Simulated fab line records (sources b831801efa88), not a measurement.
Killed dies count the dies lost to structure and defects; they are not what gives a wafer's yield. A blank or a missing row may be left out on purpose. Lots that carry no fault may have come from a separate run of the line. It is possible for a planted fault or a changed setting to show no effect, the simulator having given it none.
Which of the tools did it? ; flow gf180mcu ; 39 wafers from 13 lots sampled at 4 of the route's 602 steps

## WHAT THE GAUGES SHOWED, per wafer
GF_V2_THK_MEAS_01. Usual: V2_CVD_00_THK typically reads 601 nm, with standard deviation 5.4.
lot;measured;on;V2_CVD_00_THK (nm);flag
L552;day 19 12:16;film metro-01;612 601 603;
L553;day 19 21:02;film metro-02;600 600 602;
L554;day 20 09:00;film metro-01;598 604 604;
L555;day 20 12:14;film metro-01;605 604 606;
L556;day 20 14:56;film metro-01;591 587 591;
L558;day 21 06:32;film metro-02;594 595 599;
L561;day 22 16:33;film metro-03;608 600 609;
L563;day 23 09:07;film metro-01;600 601 607;
L571;day 25 22:04;film metro-01;608 598 601;
L572;day 26 04:37;film metro-02;606 607 604;
L573;day 26 10:51;film metro-01;612 610 606;
L574;day 26 20:43;film metro-03;592 599 589;
L575;day 27 00:26;film metro-02;606 607 606;

GF_M3_RS_MEAS_05: a four-point-probe measurement. Usual: M3_ALCU_RS typically reads 0.0691 ohm/sq, with standard deviation 0.00073.
lot;measured;on;M3_ALCU_RS (ohm/sq);flag
L552;day 20 13:48;film metro-03;0.0684 0.0692 0.0681;
L553;day 20 23:20;film metro-01;0.0699 0.0696 0.0691;
L554;day 21 11:25;film metro-01;0.0691 0.0703 0.0698;
L555;day 21 14:22;film metro-01;0.0691 0.0699 0.0690;
L556;day 21 17:07;film metro-04;0.0691 0.0691 0.0700;
L558;day 22 08:26;film metro-01;0.0678 0.0681 0.0681;
L561;day 23 17:58;film metro-01;0.0701 0.0705 0.0698;
L563;day 24 09:14;film metro-04;0.0688 0.0696 0.0686;
L571;day 26 21:08;film metro-04;0.0702 0.0703 0.0689;
L572;day 27 03:10;film metro-03;0.0693 0.0690 0.0697;
L573;day 27 10:20;film metro-03;0.0691 0.0689 0.0695;
L574;day 27 19:38;film metro-01;0.0706 0.0692 0.0712;
L575;day 27 22:28;film metro-03;0.0676 0.0686 0.0687;

## WHICH TOOL RAN EACH LOT (tool, then ch and the chambers of the sampled wafers, then the start)
lot;GF_M2_SPUTTER_00;GF_V2_CMP_26
L552;pvd sputter-04, day 18 10:32;cmp-02 ch 0,2,3, day 20 13:20
L553;pvd sputter-02, day 18 19:20;cmp-02 ch 0,1,3, day 20 22:49
L554;pvd sputter-03, day 19 07:44;cmp-02 ch 0,1,3, day 21 10:59
L555;pvd sputter-04, day 19 11:46;cmp-01 ch 1,3, day 21 13:53
L556;pvd sputter-02, day 19 14:52;cmp-02 ch 0,1,3, day 21 16:36
L558;pvd sputter-04, day 20 05:26;cmp-01 ch 0,1,3, day 22 08:00
L561;pvd sputter-03, day 21 16:01;cmp-01 ch 0,1,2, day 23 17:26
L563;pvd sputter-03, day 22 08:39;cmp-01 ch 0,3, day 24 08:42
L571;pvd sputter-03, day 24 23:38;cmp-02 ch 0,2,3, day 26 20:35
L572;pvd sputter-02, day 25 06:35;cmp-01 ch 0,1, day 27 02:39
L573;pvd sputter-02, day 25 12:34;cmp-01 ch 0,3, day 27 09:47
L574;pvd sputter-04, day 25 22:22;cmp-01 ch 2,3, day 27 19:06
L575;pvd sputter-04, day 26 03:20;cmp-01 ch 0,1,3, day 27 21:58
- GF_M2_SPUTTER_00: material Ti, target thk 37.5 nm, time 150 s.
- GF_V2_CMP_26: polishes, stops on SiO2, t overpolish 15 s, target thk 0 nm.

## WHAT THE TOOLS THEMSELVES READ (means of the sampled wafers that have a number; where no wafer has one, the mark that the record gives instead)
GF_M2_SPUTTER_00. Usual: substrate temp c 200.01 C, standard deviation 0.17; throttle valve pct 30.3 %, standard deviation 0.95.
lot;tool;substrate temp c (C);throttle valve pct (%);flag
L552;pvd sputter-04;200.01;29.8;
L553;pvd sputter-02;200.00;30.5;
L554;pvd sputter-03;200.02;30.3;
L555;pvd sputter-04;200.05;29.7;
L556;pvd sputter-02;200.01;30.6;
L558;pvd sputter-04;200.14;31.2;
L561;pvd sputter-03;199.96;30.8;
L563;pvd sputter-03;200.01;30.9;
L571;pvd sputter-03;199.94;31.0;
L572;pvd sputter-02;200.01;30.5;
L573;pvd sputter-02;200.11;30.6;
L574;pvd sputter-04;200.09;29.9;
L575;pvd sputter-04;200.03;30.3;

GF_V2_CMP_26. Usual: edge zone pressure frac 1.000, standard deviation 0.0045; motor current A 11.2 A, standard deviation 0.97; overpolish run s 15.000 s, standard deviation 0.0097; platen rpm 60.00 rpm, standard deviation 0.038; time to endpoint s 83 s, standard deviation 3.5.
lot;tool;edge zone pressure frac;motor current A (A);overpolish run s (s);platen rpm (rpm);time to endpoint s (s);flag
L552;cmp-02;1.002;11.8;14.997;59.98;81;
L553;cmp-02;0.997;11.5;15.000;60.02;84;
L554;cmp-02;0.998;11.5;14.991;59.99;82;
L555;cmp-01;1.000;12.5;14.998;59.97;82;
L556;cmp-02;1.003;11.7;15.003;59.99;86;
L558;cmp-01;0.999;11.2;14.998;59.98;87;
L561;cmp-01;1.000;11.7;14.998;66.01;75;OFF
L563;cmp-01;1.006;10.3;15.005;65.96;76;OFF
L571;cmp-02;1.001;11.4;14.992;59.98;81;
L572;cmp-01;0.999;10.8;15.000;60.00;80;
L573;cmp-01;0.998;10.0;15.005;60.00;83;
L574;cmp-01;1.003;11.1;15.010;60.03;84;
L575;cmp-01;1.000;11.2;15.002;60.01;81;

## THE ANSWER, worked out from the rows above alone
Rule: take the mean of a lot's wafers that have a number; if it is more than 3 standard deviations from the usual mean, the lot is off. A lot without any number at a reading at which 4 lots or more have one is off too. The other lots that the step has rows for count as sound. After the gauges, taken in route order, come the tools' own readings; for these a lot's mean is taken, as printed above. At the first step where some lot is off, the reading lying furthest off is the one used; lots without a number count as furthest.
Off: L561, L563, at GF_V2_CMP_26 (platen rpm).
If a tool, at that step or one of the process steps before it, ran each lot that is off and ran no sound lot following the first of them, it fits. Of those tried, none fits.

## WHAT THE SIMULATOR HAD INSERTED
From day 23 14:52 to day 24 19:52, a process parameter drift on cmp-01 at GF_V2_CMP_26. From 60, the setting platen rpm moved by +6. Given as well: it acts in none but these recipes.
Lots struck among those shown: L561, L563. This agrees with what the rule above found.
